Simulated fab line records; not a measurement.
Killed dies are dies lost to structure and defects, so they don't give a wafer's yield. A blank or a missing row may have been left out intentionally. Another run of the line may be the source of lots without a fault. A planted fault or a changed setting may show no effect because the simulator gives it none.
Comparing a struck lot with a sound one ; flow sfq_line ; 42 steps out of a route of 325
Sound: wafers L139.2, L139.3, L139.6. Struck: wafer L136.5 (left out: L136.3, L136.6 of the same lot, which were not struck); the cause appears at the end.
Each step with rows lists, per side, the tool, then ch with its chambers, then its first start. Under that, the readings that differ: sound wafers ; struck wafers ; difference of the means ; sigmas: that difference in standard deviations of wafers without a fault.
alike: words and numbers the same on both sides, and readings whose means are apart by under 2 such deviations; not compared: readings that were withheld, readings missing a value for some wafer, numbers with overlapping values and no deviation given by the record, and bounds like >300 which may hide the same value.
The two part at a step that has a row with sigmas, a row that says differs or no value, or rows on one side only. Numbers that have no deviation but don't overlap get no sigmas and don't part them. A reading that every wafer of one side lacks parts them only if that side has two wafers or more.

first, 6 steps without rows for these wafers: SFQ_TRILAYER_M0_LITHO_COAT_026 (resist thk 62 nm); SFQ_TRILAYER_M0_LITHO_COAT_021 (resist thk 600 nm); SFQ_TRILAYER_M0_LITHO_SOFTBAKE_025; SFQ_TRILAYER_M0_LITHO_EXPOSE_022 (exposes mask M0, target cd 500 nm); SFQ_TRILAYER_M0_LITHO_PEB_024 (peb time 60 s); SFQ_TRILAYER_M0_LITHO_DEVELOP_023 (time 60 s).
SFQ_M0_OVL_MEAS_906:
  sound on overlay-01 at day 14 02:14; struck on overlay-02 at day 13 08:14
  alike: M0_OVL
then, 2 steps without rows for these wafers: SFQ_TRILAYER_M0_BARC_OPEN_METAL_ETCH_031 (etches BARC in O2, target depth 125 nm, time 41.7 s); SFQ_TRILAYER_M0_ETCH_METAL_ETCH_024 (etches Nb in Cl2/Ar, stops on SiO2, target depth 240 nm, time 120 s).
SFQ_TRILAYER_M0_STRIP_STRIP_025: strips in O2.
  sound on rie_metal-02 ch 0,1, day 14 02:27; struck on rie_metal-01 ch 0, day 13 08:39
reading;sound;struck;difference;sigmas
drypump_motor_current_A (A);5.60 5.55 5.76;6.21;+0.57;+2
  alike: oes_product_au
  not compared: rf_hours_counter_h
then, 1 step without rows for these wafers: SFQ_TRILAYER_M0_STRIP_SOLV_CLEAN_026 (cleans in NMP, time 600 s).
SFQ_TRILAYER_I0_DEP_PECVD_027: deposits SiO2 from SiH4/N2O, time 111.11 s, target thk 500 nm.
  sound on pecvd-02 ch 0,1,2, day 14 03:14; struck on pecvd-04 ch 2, day 13 09:13
reading;sound;struck;difference;sigmas
heater_power_w (W);56 68 64;93;+30;+2
  alike: throttle_valve_pct
SFQ_TRILAYER_I0_CMP_CMP_028: polishes SiO2.
  sound on cmp-02 ch 0,2,3, day 14 05:28; struck on cmp-01 ch 2, day 13 11:32
reading;sound;struck;difference;sigmas
time_to_endpoint_s (s);194 203 214;291;+87;+11
model.SiO2_of_TRILAYER_I0_DEP_PECVD_027.thk_nm (nm);197.1 199.5 199.6;308.7;+110.0;
  alike: head_pressure_psi, motor_current_A, slurry_filter_dp_kPa
SFQ_I0_BOW_MEAS_907:
  sound on film_metro-03 at day 14 07:59; struck on film_metro-04 at day 13 12:35
  alike: I0_BOW
SFQ_TRILAYER_I0_METRO_MEASURE_029:
  sound on film_metro-03 at day 14 08:17; struck on film_metro-04 at day 13 13:04
reading;sound;struck;difference;sigmas
thk_nm (nm);197.1 199.4 199.5;308.4;+109.7;+78
then, 6 steps without rows for these wafers: SFQ_TRILAYER_I0_VIA_LITHO_COAT_036 (resist thk 62 nm); SFQ_TRILAYER_I0_VIA_LITHO_COAT_031 (resist thk 650 nm); SFQ_TRILAYER_I0_VIA_LITHO_SOFTBAKE_035; SFQ_TRILAYER_I0_VIA_LITHO_EXPOSE_032 (exposes mask I0, target cd 500 nm); SFQ_TRILAYER_I0_VIA_LITHO_PEB_034 (peb time 60 s); SFQ_TRILAYER_I0_VIA_LITHO_DEVELOP_033 (time 60 s).
-- the record jumps here: 3 days lie between the struck wafers' starts before and after --
SFQ_I0_OVL_MEAS_908:
  sound on overlay-01 at day 17 02:56; struck on overlay-02 at day 16 04:35
  alike: I0_OVL
SFQ_TRILAYER_I0_VIA_BARC_OPEN_VIA_ETCH_046: etches BARC in O2, target depth 125 nm, time 41.7 s.
  sound on rie_diel-01 ch 1,2,3, day 17 02:58; struck on rie_diel-03 ch 0, day 16 04:37
  alike: drypump_motor_current_A, oes_product_au
  not compared: rf_hours_counter_h
SFQ_TRILAYER_I0_VIA_ETCH_VIA_ETCH_034: etches SiO2 in CHF3, stops on Nb, target depth 260 nm.
  sound on rie_diel-01 ch 1,2,3, day 17 03:01; struck on rie_diel-03 ch 0, day 16 04:40
reading;sound;struck;difference;sigmas
oes_product_au (a.u.);0.850 0.857 0.856;1.019;+0.165;+29
model.I0.feature_depth_nm (nm);197.1 199.5 199.6;266.3;+67.6;
model.etch.depth_nm (nm);197.1 199.5 199.6;266.3;+67.6;
  alike: drypump_motor_current_A
SFQ_TRILAYER_I0_VIA_STRIP_STRIP_035: strips in O2.
  sound on rie_metal-03 ch 0, day 17 03:07; struck on rie_metal-04 ch 1, day 16 04:58
reading;sound;struck;difference;sigmas
oes_product_au (a.u.);0.989 0.979 0.981;1.009;+0.026;+2
  alike: drypump_motor_current_A
  not compared: rf_hours_counter_h
then, 1 step without rows for these wafers: SFQ_TRILAYER_I0_VIA_STRIP_SOLV_CLEAN_036 (cleans in NMP, time 600 s).
SFQ_TRILAYER_M1_DEP_PRE_CLEAN_038: time 22.5 s.
  sound on pvd_sputter-03 at day 17 03:53; struck on pvd_sputter-03 at day 16 05:32
reading;sound;struck;difference;sigmas
model.SiO2_of_TRILAYER_I0_DEP_PECVD_027.thk_nm (nm);189.6 192 192.1;301.2;+110.0;
then, 1 step without rows for these wafers: SFQ_TRILAYER_M1_DEP_SPUTTER_037 (material Nb, target thk 200 nm, time 133.3 s).
SFQ_M1_RS_MEAS_909: a four-point-probe measurement.
  sound on film_metro-03 at day 17 04:02; struck on film_metro-02 at day 16 05:42
  alike: M1_NB_RS
then, 6 steps without rows for these wafers: SFQ_TRILAYER_M1_LITHO_COAT_044 (resist thk 62 nm); SFQ_TRILAYER_M1_LITHO_COAT_039 (resist thk 600 nm); SFQ_TRILAYER_M1_LITHO_SOFTBAKE_043; SFQ_TRILAYER_M1_LITHO_EXPOSE_040 (exposes mask M1, target cd 500 nm); SFQ_TRILAYER_M1_LITHO_PEB_042 (peb time 60 s); SFQ_TRILAYER_M1_LITHO_DEVELOP_041 (time 60 s).
-- the record jumps here: 3 days lie between the struck wafers' starts before and after --
SFQ_M1_OVL_MEAS_911:
  sound on overlay-02 at day 20 02:56; struck on overlay-01 at day 19 05:20
  alike: M1_OVL
then, 4 steps without rows for these wafers: SFQ_TRILAYER_M1_BARC_OPEN_METAL_ETCH_054 (etches BARC in O2, target depth 125 nm, time 41.7 s); SFQ_TRILAYER_M1_ETCH_METAL_ETCH_042 (etches Nb in Cl2/Ar, stops on SiO2, target depth 240 nm, time 120 s); SFQ_TRILAYER_M1_STRIP_STRIP_043 (strips in O2); SFQ_TRILAYER_M1_STRIP_SOLV_CLEAN_044 (cleans in NMP, time 600 s).
SFQ_TRILAYER_I1_DEP_PECVD_045: deposits SiO2 from SiH4/N2O, time 111.11 s, target thk 500 nm.
  sound on pecvd-03 ch 0,1,2, day 20 03:56; struck on pecvd-04 ch 2, day 19 06:20
  alike: heater_power_w, throttle_valve_pct
-- the record jumps here: 59 days lie between the struck wafers' starts before and after --
SFQ_M8_BOW_MEAS_951:
  sound on film_metro-03 at day 78 17:01; struck on film_metro-04 at day 78 07:18
reading;sound;struck;difference;sigmas
model.etest.i0.link_ohm;1.966 1.98 1.95;1e+06;+1e+06;
  alike: M8_BOW

## WHERE THEY PART
Last at SFQ_TRILAYER_I0_VIA_STRIP_STRIP_035 as far as this record goes, first at SFQ_TRILAYER_M0_STRIP_STRIP_025. Later steps at which nothing parts them and some readings are alike: SFQ_M1_RS_MEAS_909, SFQ_M1_OVL_MEAS_911, SFQ_TRILAYER_I1_DEP_PECVD_045, SFQ_M8_BOW_MEAS_951.

WHY: whatever the simulator had introduced
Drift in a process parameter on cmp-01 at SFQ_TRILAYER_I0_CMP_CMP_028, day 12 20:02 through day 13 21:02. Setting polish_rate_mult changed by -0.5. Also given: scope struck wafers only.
